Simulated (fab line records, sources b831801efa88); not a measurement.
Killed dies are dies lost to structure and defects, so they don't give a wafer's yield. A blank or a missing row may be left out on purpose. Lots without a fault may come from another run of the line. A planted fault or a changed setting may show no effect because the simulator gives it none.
Which tool did it? | flow sky130 | 15 lots, 45 wafers sampled, at 2 steps of a route of 708

WHAT THE GAUGES READ, wafer by wafer
The record holds no reading of a measuring or inspecting step that can be judged against a usual standard deviation.

WHICH TOOL RAN EACH LOT (tool, then ch and the chambers of the sampled wafers, then the start)
lot  | SKY_LDD_N_STRIP_16                   | SKY_PAD_OPEN_PROBE_99
L192 | plasma_asher-02 ch 0,1, day 17 10:49 | prober-01, day 45 09:49
L193 | plasma_asher-03 ch 0,1, day 18 00:17 | prober-02, day 45 19:46
L200 | plasma_asher-01 ch 0,1, day 21 00:55 | prober-01, day 47 22:54
L201 | plasma_asher-01 ch 0,1, day 21 06:46 | prober-02, day 47 23:48
L203 | plasma_asher-01 ch 0,1, day 21 21:41 | prober-02, day 48 10:30
L204 | plasma_asher-02 ch 0,1, day 22 09:41 | prober-01, day 48 16:58
L206 | plasma_asher-02 ch 0,1, day 23 04:49 | prober-01, day 49 07:07
L208 | plasma_asher-02 ch 0,1, day 23 14:25 | prober-01, day 49 11:48
L209 | plasma_asher-02 ch 0,1, day 24 08:40 | prober-02, day 49 20:49
L210 | plasma_asher-03 ch 0,1, day 24 10:46 | prober-01, day 50 00:58
L211 | plasma_asher-02 ch 0,1, day 24 20:55 | prober-02, day 50 02:46
L212 | plasma_asher-01 ch 0,1, day 25 07:49 | prober-01, day 50 14:55
L213 | plasma_asher-02 ch 0,1, day 25 15:31 | prober-02, day 50 17:04
L214 | plasma_asher-02 ch 0,1, day 25 17:49 | prober-01, day 50 17:58
L215 | plasma_asher-01 ch 0,1, day 26 05:07 | prober-02, day 50 21:50
- SKY_LDD_N_STRIP_16: strips in O2/N2.
- SKY_PAD_OPEN_PROBE_99

WHAT THE TOOLS THEMSELVES READ (means of the sampled wafers that have a number; where no wafer has one, the mark that the record gives instead)
SKY_LDD_N_STRIP_16. Usual: drypump_motor_current_A 5.8 A, standard deviation 0.51; oes_product_au 0.407 a.u., standard deviation 0.0046; strip_time_to_endpoint_s 4.315 s, standard deviation 0.015.
lot  | tool            | drypump_motor_current_A (A) | oes_product_au (a.u.) | strip_time_to_endpoint_s (s) | flag
L192 | plasma_asher-02 | 6.0                         | 0.406                 | 4.302                        |
L193 | plasma_asher-03 | 5.8                         | 0.407                 | 4.306                        |
L200 | plasma_asher-01 | 6.1                         | 0.406                 | 4.309                        |
L201 | plasma_asher-01 | 6.0                         | 0.411                 | 4.319                        |
L203 | plasma_asher-01 | 6.1                         | 0.408                 | 4.333                        |
L204 | plasma_asher-02 | 5.5                         | 0.404                 | 4.313                        |
L206 | plasma_asher-02 | 5.5                         | 0.408                 | 4.329                        |
L208 | plasma_asher-02 | 6.0                         | 0.403                 | 4.302                        |
L209 | plasma_asher-02 | 6.0                         | 0.403                 | 4.307                        |
L210 | plasma_asher-03 | 5.8                         | 0.407                 | 4.316                        |
L211 | plasma_asher-02 | 5.5                         | 0.409                 | 4.323                        |
L212 | plasma_asher-01 | 6.0                         | 0.406                 | 4.324                        |
L213 | plasma_asher-02 | 5.5                         | 0.405                 | 4.325                        |
L214 | plasma_asher-02 | 5.5                         | 0.413                 | 4.321                        |
L215 | plasma_asher-01 | 6.0                         | 0.406                 | 4.315                        |

SKY_PAD_OPEN_PROBE_99. Usual: killed_at_M0_to_M3 43, standard deviation 6.7; killed_at_M4_up 3.2, standard deviation 1.8; killed_at_contacts 24, standard deviation 4.8; killed_at_front_end 16, standard deviation 4.2; killed_at_other 0.3, standard deviation 0.56; killed_dies 86, standard deviation 8.5; killed_open 47, standard deviation 6.7; killed_short 39, standard deviation 6.
lot  | tool      | killed_at_M0_to_M3 | killed_at_M4_up | killed_at_contacts | killed_at_front_end | killed_at_other | killed_dies | killed_open | killed_short | flag
L192 | prober-01 | 39                 | 4.0             | 27                 | 15                  | 0.0             | 85          | 46          | 39           |
L193 | prober-02 | 40                 | 3.0             | 23                 | 18                  | 0.3             | 85          | 42          | 43           |
L200 | prober-01 | 44                 | 4.7             | 25                 | 45                  | 0.0             | 118         | 48          | 36           | OFF
L201 | prober-02 | 49                 | 4.3             | 23                 | 54                  | 0.0             | 131         | 48          | 35           | OFF
L203 | prober-02 | 42                 | 3.3             | 25                 | 50                  | 0.7             | 121         | 45          | 39           | OFF
L204 | prober-01 | 36                 | 2.0             | 29                 | 18                  | 0.0             | 84          | 47          | 37           |
L206 | prober-01 | 39                 | 4.0             | 18                 | 17                  | 1.0             | 79          | 37          | 41           |
L208 | prober-01 | 43                 | 2.3             | 23                 | 15                  | 0.0             | 84          | 46          | 37           |
L209 | prober-02 | 33                 | 3.0             | 25                 | 17                  | 1.0             | 79          | 42          | 37           |
L210 | prober-01 | 46                 | 2.3             | 22                 | 16                  | 0.7             | 87          | 46          | 41           |
L211 | prober-02 | 46                 | 3.0             | 28                 | 21                  | 0.0             | 98          | 49          | 48           |
L212 | prober-01 | 42                 | 3.0             | 21                 | 18                  | 0.3             | 85          | 44          | 40           |
L213 | prober-02 | 45                 | 3.7             | 21                 | 13                  | 0.3             | 83          | 46          | 37           |
L214 | prober-01 | 44                 | 3.3             | 24                 | 11                  | 0.0             | 82          | 41          | 41           |
L215 | prober-02 | 44                 | 2.0             | 25                 | 15                  | 0.3             | 86          | 46          | 40           |

THE ANSWER, worked out from the rows above alone
Rule: a lot is off if the mean of its wafers that have a number lies more than 3 standard deviations from the usual mean. A lot without any number at a reading at which 4 lots or more have one is off too. The other lots that the step has rows for count as sound. The gauges are gone through in route order, then the tools' own readings, and for those a lot's mean is taken as printed above. The first step at which some lot is off is used, and at that step the reading that is off furthest; a lot without a number counts as furthest.
Off: L200, L201, L203, at SKY_PAD_OPEN_PROBE_99 (killed_at_front_end).
A tool fits if, at that step or a process step before it, it ran every lot that is off, and no sound lot after the first of them. None of those tried fits.

WHAT THE SIMULATOR HAD PUT IN
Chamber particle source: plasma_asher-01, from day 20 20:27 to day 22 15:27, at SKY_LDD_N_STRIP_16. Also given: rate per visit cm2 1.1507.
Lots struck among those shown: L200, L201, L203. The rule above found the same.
